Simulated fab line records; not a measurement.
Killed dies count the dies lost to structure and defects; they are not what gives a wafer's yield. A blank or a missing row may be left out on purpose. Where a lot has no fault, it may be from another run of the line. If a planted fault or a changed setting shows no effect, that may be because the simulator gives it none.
fab line records | flow sky130
record: lots: 6 wafers: 16 last_day: 49
route steps=708 shown VT_ADJUST_NCORE@125 VT_ADJUST_HVTR@131 VT_ADJUST_PCH@143 PAD_OPEN@708
lots that met no fault: taken from a fault-free run of the same line
start_h: hours from the record's first day to the start of the lot's first wafer shown | wait_h: how many hours have passed since the lot's step before this one | " repeats the value in the row above | L1.1+2: a single row standing in for several wafers | - no value, or no start was given | * or withheld: withheld | < > ~ a bound
route shown NAME@n: a module of which the file shows steps, and the number in the route of the first | usual: mean/standard deviation of fault-free wafers | same: alike in all rows | chamber/n: place in a boat | sites: each site's reading | _std_site: standard deviation of those values | _edge_site: inner sites' mean taken away from outer sites' mean | radius_mm: how far each site lies from the wafer's centre | mask NAME#n: copy n | behind: the last tool/chamber to shape the wafer | hold: why the lot went on hold/how many hours it stayed there/how the hold came to an end | device: the transistor (n, p or np) that didn't switch | end of line: the tests these same wafers got at the end of their route | where a step has no rows: the recipe by itself | killed: the dies lost at the first sort to structure and to defects; this is not the yield of the wafer | map: a wafer's dies, x killed, . not, _ none there
set.NAME: the setting as run; set.NAME@STEP: as run at that earlier step | model.NAME: the simulator's own value behind a step, which no gauge read
lots seen at some steps along the route; tables by step, rows by wafer
services: the hour from which a tool's chamber was out of use, counted from the record's first day as start_h (under 0 if before that day), plus the number of hours and why
== steps ==
step: SKY_VT_ADJUST_NCORE_DEVELOP_06
recipe: resist: NOVOLAK developer: TMAH develop_time_s: 60 dev_temp_c: 23
step: SKY_VT_ADJUST_NCORE_CD_MEAS_07
recipe: target_cd_nm: 380
usual: cd_nm: 380/3
columns lot.wafer tool chamber start_h wait_h cd_nm
L134.2 cd_sem-02 - 185.20 0.1 384
L134.4 " - " " 385
L134.5 " - " " 385
L139.1 cd_sem-01 - 223.60 0.1 383
L139.4 " - " " 382
L141.1 cd_sem-01 - 234.88 0.1 377
L141.4 " - " " 376
L145.1 cd_sem-01 - 272.76 0.1 382
L145.5 " - " " 383
L145.6 " - " " 381
L147.1 cd_sem-02 - 284.06 0.1 380
L147.2 " - " " 380
L147.6 " - " " 378
L150.1 cd_sem-01 - 314.61 0.1 381
L150.5 " - " " 383
L150.6 " - " " 382
step: SKY_VT_ADJUST_NCORE_OVL_MEAS_08
usual: VT_ADJUST_NCORE_OVL: 0.5/1.5
columns lot.wafer tool chamber start_h wait_h VT_ADJUST_NCORE_OVL[nm]
L134.2 overlay-02 - 185.31 0.1 3.8
L134.4 " - " " 2.8
L134.5 " - " " 2.4
L139.1 overlay-02 - 223.72 0.1 3.1
L139.4 " - " " 2.7
L141.1 overlay-01 - 235.00 0.1 2.6
L141.4 " - " " 1.8
L145.1 overlay-01 - 272.88 0.1 2.4
L145.5 " - " " 2.6
L145.6 " - " " 1.7
L147.1 overlay-01 - 284.18 0.1 -0.3
L147.2 " - " " 0.1
L147.6 " - " " -0.7
L150.1 overlay-02 - 314.73 0.1 -0.1
L150.5 " - " " -1.1
L150.6 " - " " -0.5
step: SKY_VT_ADJUST_NCORE_IMPLANT_09
recipe: species: B energy_kev: 10 dose_cm2: 2.4e+12 tilt_deg: withheld
step: SKY_VT_ADJUST_NCORE_STRIP_10
recipe: chemistry: O2/N2 power_w: 1400 pressure_mtorr: 1500 platen_temp_c: withheld o2_flow_sccm: 3000 n2_flow_sccm: 300 overash_fraction: 0.5
usual: drypump_motor_current_A: 5.48/0.14 oes_product_au: 0.716/0.0047 strip_time_to_endpoint_s: 14.17/0.036
columns lot.wafer tool chamber start_h wait_h drypump_motor_current_A oes_product_au rf_hours_counter_h strip_time_to_endpoint_s
L134.2 plasma_asher-04 1 185.49 0.1 5.40 0.706 48 14.19
L134.4 " 0 " " 5.71 0.724 - 14.15
L134.5 " 1 " " 5.40 0.720 - 14.14
L139.1 plasma_asher-02 0 223.90 0.1 5.48 0.718 9 14.14
L139.4 " 1 " " 5.49 0.710 - 14.17
L141.1 plasma_asher-04 1 235.19 0.1 5.42 0.717 53 14.23
L141.4 " 0 " " 5.69 0.718 - 14.20
L145.1 plasma_asher-02 0 273.06 0.1 5.46 0.713 14 14.22
L145.5 " 1 " " 5.54 0.714 - 14.22
L145.6 " 0 " " 5.46 0.714 - 14.21
L147.1 plasma_asher-02 1 284.36 0.1 5.51 0.720 15 14.17
L147.2 " 0 " " 5.48 0.715 15 14.18
L147.6 " 0 " " 5.47 0.709 - 14.16
L150.1 plasma_asher-02 0 314.91 0.1 5.49 0.713 18 14.21
L150.5 " 0 " " 5.49 0.718 - 14.21
L150.6 " 1 " " 5.54 0.718 - 14.23
step: SKY_VT_ADJUST_NCORE_TW_MEAS_11
usual: VT_ADJUST_NCORE_TW: 218.4/1.2
columns lot.wafer tool chamber start_h wait_h VT_ADJUST_NCORE_TW
L134.2 film_metro-03 - 185.60 0.1 216.3
L134.4 " - " " 216.9
L134.5 " - " " 215.8
L139.1 film_metro-01 - 224.00 0.1 220.0
L139.4 " - " " 219.1
L141.1 film_metro-01 - 235.29 0.1 219.1
L141.4 " - " " 219.0
L145.1 film_metro-01 - 273.16 0.1 218.9
L145.5 " - " " 218.7
L145.6 " - " " 218.8
L147.1 film_metro-01 - 284.46 0.1 218.6
L147.2 " - " " 219.0
L147.6 " - " " 218.2
L150.1 film_metro-04 - 315.01 0.1 219.4
L150.5 " - " " 220.2
L150.6 " - " " 219.3
step: SKY_VT_ADJUST_HVTR_DEHYDRATE_00
recipe: temp_c: 200 time_s: 60
step: SKY_VT_ADJUST_HVTR_HMDS_01
recipe: prime_time_s: 60 prime_temp_c: 120
step: SKY_VT_ADJUST_HVTR_COAT_02
recipe: resist: NOVOLAK spin_rpm: 3000 resist_thk_nm: 1140
step: SKY_VT_ADJUST_HVTR_SOFTBAKE_03
recipe: temp_c: 90 time_s: 60 resist: NOVOLAK
step: SKY_VT_ADJUST_HVTR_EXPOSE_04
recipe: mask_id: HVTRM target_cd_nm: 380 na: 0.6 source_shape: conventional sigma_outer: 0.6 dose_mj: 150
step: SKY_VT_ADJUST_HVTR_PEB_05
recipe: temp_c: withheld time_s: * resist: NOVOLAK
step: SKY_VT_ADJUST_HVTR_DEVELOP_06
recipe: develop_time_s: 60 dev_temp_c: 23
columns lot.wafer tool chamber start_h wait_h
L134.2+4+5 litho_track-04 0 206.26 0.1
L139.1+4 litho_track-02 0 247.06 0.1
L141.1+4 litho_track-02 0 258.66 0.1
L145.1+5+6 litho_track-04 0 297.73 0.1
L147.1+2+6 litho_track-03 0 308.95 0.1
L150.1+5+6 litho_track-02 0 341.01 0.1
step: SKY_VT_ADJUST_HVTR_CD_MEAS_07
recipe: target_cd_nm: 380
usual: cd_nm: 379.6/2.6
columns lot.wafer tool chamber start_h wait_h cd_nm
L134.2 cd_sem-02 - 206.40 0.1 377.0
L134.4 " - " " 376.8
L134.5 " - " " 376.8
L139.1 cd_sem-02 - 247.21 0.1 377.8
L139.4 " - " " -
L141.1 cd_sem-02 - 258.81 0.1 382.5
L141.4 " - " " -
L145.1 cd_sem-01 - 297.88 0.1 381.5
L145.5 " - " " 382.8
L145.6 " - " " 379.9
L147.1 cd_sem-02 - 309.10 0.1 379.1
L147.2 " - " " 381.0
L147.6 " - " " 378.9
L150.1 cd_sem-01 - 341.16 0.1 381.6
L150.5 " - " " 381.2
L150.6 " - " " 382.1
step: SKY_VT_ADJUST_HVTR_OVL_MEAS_08
usual: VT_ADJUST_HVTR_OVL: -0.4/1.5
columns lot.wafer tool chamber start_h wait_h VT_ADJUST_HVTR_OVL[nm]
L134.2 overlay-01 - 206.51 0.1 0.6
L134.4 " - " " 0.2
L134.5 " - " " 1.5
L139.1 overlay-02 - 247.33 0.1 3.1
L139.4 " - " " -
L141.1 overlay-02 - 258.93 0.1 -4.4
L141.4 " - " " -
L145.1 overlay-02 - 298.00 0.1 -2.4
L145.5 " - " " -2.0
L145.6 " - " " 0.9
L147.1 overlay-02 - 309.22 0.1 -1.7
L147.2 " - " " -2.7
L147.6 " - " " -2.5
L150.1 overlay-02 - 341.28 0.1 -2.5
L150.5 " - " " -3.0
L150.6 " - " " -2.6
step: SKY_VT_ADJUST_HVTR_IMPLANT_09
recipe: species: B energy_kev: 10 dose_cm2: 2.1e+12 tilt_deg: withheld
step: SKY_VT_ADJUST_HVTR_STRIP_10
recipe: chemistry: O2/N2 power_w: 1400 pressure_mtorr: 1500 platen_temp_c: withheld o2_flow_sccm: 3000 n2_flow_sccm: 300 overash_fraction: 0.5
usual: drypump_motor_current_A: 5.54/0.24 oes_product_au: 0.716/0.0041 strip_time_to_endpoint_s: 14.17/0.034
columns lot.wafer tool chamber start_h wait_h drypump_motor_current_A oes_product_au rf_hours_counter_h strip_time_to_endpoint_s
L134.2 plasma_asher-03 1 206.69 0.1 5.96 0.719 42 14.16
L134.4 " 0 " " 5.43 0.721 - 14.16
L134.5 " 1 " " 5.94 0.716 - 14.23
L139.1 plasma_asher-03 0 247.51 0.1 5.43 0.711 46 14.14
L139.4 " 1 " " 5.95 0.722 - 14.18
L141.1 plasma_asher-01 1 259.11 0.1 5.25 0.711 56 14.19
L141.4 " 1 " " 5.29 0.717 - 14.17
L145.1 plasma_asher-02 1 298.19 0.1 5.49 0.717 17 14.11
L145.5 " 0 " " 5.44 0.720 - 14.12
L145.6 " 1 " " 5.54 0.712 - 14.13
L147.1 plasma_asher-03 0 309.41 0.1 5.41 0.714 52 14.23
L147.2 " 1 " " 5.95 0.719 52 14.23
L147.6 " 1 " " 5.95 0.713 - 14.19
L150.1 plasma_asher-01 0 341.46 0.1 5.48 0.725 64 14.17
L150.5 " 0 " " 5.48 0.722 - 14.17
L150.6 " 1 " " 5.20 0.716 - 14.15
step: SKY_VT_ADJUST_HVTR_TW_MEAS_11
usual: VT_ADJUST_HVTR_TW: 210.0/1.2
columns lot.wafer tool chamber start_h wait_h VT_ADJUST_HVTR_TW
L134.2 film_metro-01 - 206.80 0.1 213.6
L134.4 " - " " 211.6
L134.5 " - " " 211.2
L139.1 film_metro-02 - 247.61 0.1 207.9
L139.4 " - " " 29.7
L141.1 film_metro-04 - 259.21 0.1 211.5
L141.4 " - " " 30.0
L145.1 film_metro-02 - 298.29 0.1 208.1
L145.5 " - " " 207.2
L145.6 " - " " 208.5
L147.1 film_metro-01 - 309.51 0.1 211.4
L147.2 " - " " 211.5
L147.6 " - " " 210.9
L150.1 film_metro-01 - 341.56 0.1 210.7
L150.5 " - " " 210.0
L150.6 " - " " 210.2
step: SKY_VT_ADJUST_PCH_DEHYDRATE_00
recipe: temp_c: 200 time_s: 60
step: SKY_PAD_OPEN_PROBE_99
usual: killed_at_M0_to_M3: 44/6.9 killed_at_M4_up: 3.2/1.8 killed_at_contacts: 23/5.2 killed_at_front_end: 15/4.5 killed_at_other: 0.3/0.56 killed_dies: 85/8.8 killed_on_rim: 17/3.5 killed_open: 47/6.7 killed_short: 39/6.4
same: gross_dies: 492 killed_at_back_side: 0
columns lot.wafer tool chamber start_h wait_h killed_at_M0_to_M3 killed_at_M4_up killed_at_contacts killed_at_front_end killed_at_other killed_dies killed_on_rim killed_open killed_short
L139.4 prober-02 - 1109.95 0.2 41 2 25 424 0 492 96 56 28
L141.4 prober-01 - 1117.45 0.2 45 2 18 426 1 492 96 53 34
L145.5 prober-01 - 1154.77 0.2 61 1 23 15 3 103 21 58 45
L145.6 prober-01 - 1154.82 0.2 33 4 23 19 0 79 14 47 32
L147.1 prober-02 - 1157.04 0.1 28 1 27 17 0 73 14 41 32
L147.2 prober-02 - 1157.09 0.1 48 2 19 10 1 80 16 43 37
L147.6 prober-02 - 1157.29 0.2 42 5 23 25 0 95 17 46 49
killed by level:class
L139.4 VT_ADJUST_HVTR:area_develop=408 LI_CONTACT:geometric_particle:open=14 CONTACT:geometric_particle:open=8 VIA1:geometric_particle:open=8 VIA3:geometric_particle:open=7 VIA2:geometric_particle:open=6 FIELD_ISO:geometric_particle:short=5 METAL1:geometric_particle:short=5
L141.4 VT_ADJUST_HVTR:area_develop=405 VIA1:geometric_particle:open=11 VIA3:geometric_particle:open=9 CONTACT:geometric_particle:open=7 POLY_GATE:geometric_particle:open=6 LI_CONTACT:geometric_particle:open=6 FIELD_ISO:geometric_particle:short=5 VIA1:geometric_particle:short=5
L145.5 VIA1:geometric_particle:open=15 CONTACT:geometric_particle:open=11 VIA2:geometric_particle:open=10 VIA3:geometric_particle:open=9 VIA1:geometric_particle:short=6 CONTACT:geometric_particle:short=6 POLY_GATE:geometric_particle:open=5 VIA3:geometric_particle:short=5
L145.6 CONTACT:geometric_particle:open=11 VIA1:geometric_particle:open=9 LI_CONTACT:geometric_particle:open=7 VIA1:geometric_particle:short=7 VIA3:geometric_particle:open=7 METAL1:geometric_particle:short=6 FIELD_ISO:geometric_particle:open=4 POLY_GATE:geometric_particle:open=4
L147.1 CONTACT:geometric_particle:open=9 VIA1:geometric_particle:open=7 POLY_GATE:geometric_particle:open=6 LOCAL_INTERCONNECT:geometric_particle:short=6 LI_CONTACT:geometric_particle:open=6 METAL1:geometric_particle:short=5 LI_CONTACT:geometric_particle:short=4 FIELD_ISO:geometric_particle:short=3
L147.2 VIA3:geometric_particle:open=9 CONTACT:geometric_particle:open=8 METAL1:geometric_particle:short=7 VIA1:geometric_particle:open=7 VIA2:geometric_particle:open=7 METAL2:geometric_particle:short=5 VIA1:geometric_particle:short=4 FIELD_ISO:geometric_particle:short=3
L147.6 POLY_GATE:geometric_particle:short=9 LI_CONTACT:geometric_particle:open=9 VIA3:geometric_particle:open=8 CONTACT:geometric_particle:open=6 METAL1:geometric_particle:short=6 METAL4:geometric_particle:short=5 VIA1:geometric_particle:open=5 VIA1:geometric_particle:short=5
map L139.4 (x killed, . not)
__________xxxxxxxxxx_________
________xxxxxxxxxxxxxx_______
______xxxxxxxxxxxxxxxxxx_____
_____xxxxxxxxxxxxxxxxxxxx____
____xxxxxxxxxxxxxxxxxxxxxx___
___xxxxxxxxxxxxxxxxxxxxxxxx__
__xxxxxxxxxxxxxxxxxxxxxxxxxx_
_xxxxxxxxxxxxxxxxxxxxxxxxxxxx
_xxxxxxxxxxxxxxxxxxxxxxxxxxxx
_xxxxxxxxxxxxxxxxxxxxxxxxxxxx
_xxxxxxxxxxxxxxxxxxxxxxxxxxxx
_xxxxxxxxxxxxxxxxxxxxxxxxxxxx
_xxxxxxxxxxxxxxxxxxxxxxxxxxxx
_xxxxxxxxxxxxxxxxxxxxxxxxxxxx
_xxxxxxxxxxxxxxxxxxxxxxxxxxxx
__xxxxxxxxxxxxxxxxxxxxxxxxxx_
___xxxxxxxxxxxxxxxxxxxxxxxx__
____xxxxxxxxxxxxxxxxxxxxxx___
_____xxxxxxxxxxxxxxxxxxxx____
______xxxxxxxxxxxxxxxxxx_____
________xxxxxxxxxxxxxx_______
__________xxxxxxxxxx_________
map L141.4 (x killed, . not)
__________xxxxxxxxxx_________
________xxxxxxxxxxxxxx_______
______xxxxxxxxxxxxxxxxxx_____
_____xxxxxxxxxxxxxxxxxxxx____
____xxxxxxxxxxxxxxxxxxxxxx___
___xxxxxxxxxxxxxxxxxxxxxxxx__
__xxxxxxxxxxxxxxxxxxxxxxxxxx_
_xxxxxxxxxxxxxxxxxxxxxxxxxxxx
_xxxxxxxxxxxxxxxxxxxxxxxxxxxx
_xxxxxxxxxxxxxxxxxxxxxxxxxxxx
_xxxxxxxxxxxxxxxxxxxxxxxxxxxx
_xxxxxxxxxxxxxxxxxxxxxxxxxxxx
_xxxxxxxxxxxxxxxxxxxxxxxxxxxx
_xxxxxxxxxxxxxxxxxxxxxxxxxxxx
_xxxxxxxxxxxxxxxxxxxxxxxxxxxx
__xxxxxxxxxxxxxxxxxxxxxxxxxx_
___xxxxxxxxxxxxxxxxxxxxxxxx__
____xxxxxxxxxxxxxxxxxxxxxx___
_____xxxxxxxxxxxxxxxxxxxx____
______xxxxxxxxxxxxxxxxxx_____
________xxxxxxxxxxxxxx_______
__________xxxxxxxxxx_________
== services ==
columns tool chamber start_h hours kind
plasma_asher-04 - 164.17 7.2 repair
plasma_asher-04 - 266.30 1.3 repair
== key ==
first_sign: step: SKY_VT_ADJUST_HVTR_CD_MEAS_07 reading: cd_nm direction: missing
effect: step: SKY_VT_ADJUST_HVTR_OVL_MEAS_08 reading: VT_ADJUST_HVTR_OVL direction: missing
effect: step: SKY_VT_ADJUST_HVTR_TW_MEAS_11 reading: VT_ADJUST_HVTR_TW direction: down sigmas: 99+ usual: 210.0 struck: 29.9
effect: step: SKY_PAD_OPEN_PROBE_99 reading: killed_at_front_end direction: up sigmas: 90 usual: 15 struck: 425
more_kills_born_at: SKY_VT_ADJUST_HVTR_DEVELOP_06@litho_track-02: 813
met_at SKY_VT_ADJUST_HVTR_DEVELOP_06
struck_wafers L139.4,L141.4
tester_left_out L139,L141
fault: kind: process_parameter_drift tool: litho_track-02 chamber: - onset_h: 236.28 steps: SKY_VT_ADJUST_HVTR_DEVELOP_06 channel: develop_time_s offset: * shape: step end_h: 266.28 scope: struck_wafers_only acts_in: * stated: *
tester_left_out: of these lots the tester's yield and bins aren't shown, on N5 and GAA mostly nor the transistor test; their killed dies are dies lost to structure and defects alone, not to doping, threshold or leakage, so they don't give the yield
